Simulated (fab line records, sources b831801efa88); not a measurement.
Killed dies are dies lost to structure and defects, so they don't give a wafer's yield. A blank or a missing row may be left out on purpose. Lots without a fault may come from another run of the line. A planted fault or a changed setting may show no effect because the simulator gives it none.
A struck lot beside a sound one | flow sky130 | 35 steps out of a route of 708
Sound: wafers L128.1, L128.2, L128.6. Struck: wafers L143.1, L143.5, L143.6. The cause comes at the end.
At each step with rows: each side's tool, then ch and its chambers, then its first start. Under that, the readings that differ: sound wafers | struck wafers | difference of the means | sigmas: that difference in standard deviations of wafers without a fault.
alike: readings whose means differ by less than 2 such deviations, and words and numbers that are the same on both sides. not compared: withheld readings, readings that some wafer has no value for, bounds like >300 that may hide the same value, and numbers for which the record gives no deviation and whose values overlap.
The two part at a step that has a row with sigmas, a row that says differs or no value, or rows on one side only. Numbers that don't overlap but have no deviation are shown without sigmas and don't part them. A reading that every wafer of one side lacks parts them only if that side has two wafers or more.

first, 10 steps without rows for these wafers: SKY_METAL1_COAT_09 (resist thk 60 nm); SKY_METAL1_COAT_10 (resist thk 450 nm); SKY_METAL1_SOFTBAKE_11 (time 90 s); SKY_METAL1_EXPOSE_12 (exposes mask MM1, target cd 140 nm); SKY_METAL1_PEB_13; SKY_METAL1_DEVELOP_14 (develop time 60 s); SKY_METAL1_DESCUM_17 (chemistry O2, time 8 s); SKY_METAL1_ETCH_18 (etches BARC in N2/H2, stops on SiO2, time 45.9 s, target depth 60 nm); SKY_METAL1_METAL_ETCH_19 (etches the open film in Cl2/BCl3, stops on SiO2, target depth 360 nm, time 78 s); SKY_METAL1_STRIP_20 (strips in O2/N2).
SKY_METAL1_STRIP_21: strips in post etch residue remover, time 1200 s.
  sound on wet_bench-02 ch 3, day 35 01:11; struck on wet_bench-02 ch 0, day 39 08:41
then, 23 steps without rows for these wafers: SKY_METAL1_CLEAN_22 (cleans in IPA, time 180 s); SKY_METAL1_CLEAN_23 (cleans in O3/DIW); SKY_VIA1_HDPCVD_00 (deposits SiO2, target thk 1030 nm, time 171.7 s); SKY_VIA1_CMP_02 (polishes SiO2); SKY_VIA1_DEHYDRATE_04 (time 60 s); SKY_VIA1_HMDS_05 (prime time 60 s); SKY_VIA1_COAT_06 (resist thk 60 nm); SKY_VIA1_COAT_07 (resist thk 450 nm); SKY_VIA1_SOFTBAKE_08 (time 90 s); SKY_VIA1_EXPOSE_09 (exposes mask VIM, target cd 150 nm); SKY_VIA1_PEB_10; SKY_VIA1_DEVELOP_11 (develop time 60 s); SKY_VIA1_ETCH_14 (etches BARC in N2/H2, stops on SiO2, time 45.9 s, target depth 60 nm); SKY_VIA1_ETCH_15 (etches SiO2 in C4F8/O2/Ar, stops on TiN, target depth 351 nm, time 54 s); SKY_VIA1_STRIP_16 (strips in O2/N2); SKY_VIA1_STRIP_17 (strips in post etch residue remover, time 1200 s); SKY_VIA1_CLEAN_18 (cleans in IPA, time 180 s); SKY_VIA1_CLEAN_19 (cleans in O3/DIW); SKY_VIA1_SPUTTER_20 (material TiN, target thk 20 nm, time 80 s); SKY_VIA1_CVD_21 (deposits W, target thk 270 nm, time 80.902 s); SKY_VIA1_CMP_24 (polishes, stops on SiO2, t overpolish 15 s, target thk 0 nm); SKY_METAL2_SPUTTER_00 (material Ti, target thk 15 nm, time 10 s); SKY_METAL2_SPUTTER_01 (material TiN, target thk 20 nm, time 16.7 s).
-- the record jumps here: 11 days lie between the struck wafers' starts before and after (it left off in module METAL2 and takes up again in module PAD_OPEN, whose first step shown is number 708 of the route) --
SKY_PAD_OPEN_PROBE_99:
  sound on prober-01, day 47 13:44; struck on prober-02, day 50 13:22
  reading                               | sound             | struck            | difference | sigmas
  defect_limited_yield (%)              | 81.3 81.5 83.3    | 74.0 70.9 72.6    | -9.5       | -5
  killed_at_M0_to_M3                    | 47 50 46          | 91 92 94          | +45        | +7
  killed_dies                           | 92 91 82          | 128 143 135       | +47        | +5
  sort_bin_3_pad_short (%)              | 0.6 0.8 1.2       | 1.8 3.3 2.6       | +1.7       | +4
  sort_bin_5_function (%)               | 12.0 10.4 9.3     | 17.9 16.3 15.9    | +6.1       | +4
  sort_n_pass                           | 400 401 410       | 364 349 357       | -47        | -5
  sort_yield_pct (%)                    | 81.3 81.5 83.3    | 74.0 70.9 72.6    | -9.5       | -5
  model.etest.tester.sort_n_pass        | 400 401 410       | 364 349 357       | -47        |
  model.etest.tester.sort_yield_pct (%) | 81.3 81.5 83.33   | 73.98 70.94 72.56 | -9.55      |
  model.etest.tester.sort_bin_5_pct (%) | 11.99 10.37 9.35  | 17.89 16.26 15.85 | +6.10      |
  model.etest.tester.sort_bin_3_pct (%) | 0.6098 0.813 1.22 | 1.829 3.252 2.642 | +1.693     |
  alike: killed_at_M4_up, killed_at_contacts, killed_at_front_end, killed_at_other, killed_open, killed_short, sort_bin_6_memory

WHERE THEY PART
Only at SKY_PAD_OPEN_PROBE_99, within this record.

WHY: what the simulator had put in
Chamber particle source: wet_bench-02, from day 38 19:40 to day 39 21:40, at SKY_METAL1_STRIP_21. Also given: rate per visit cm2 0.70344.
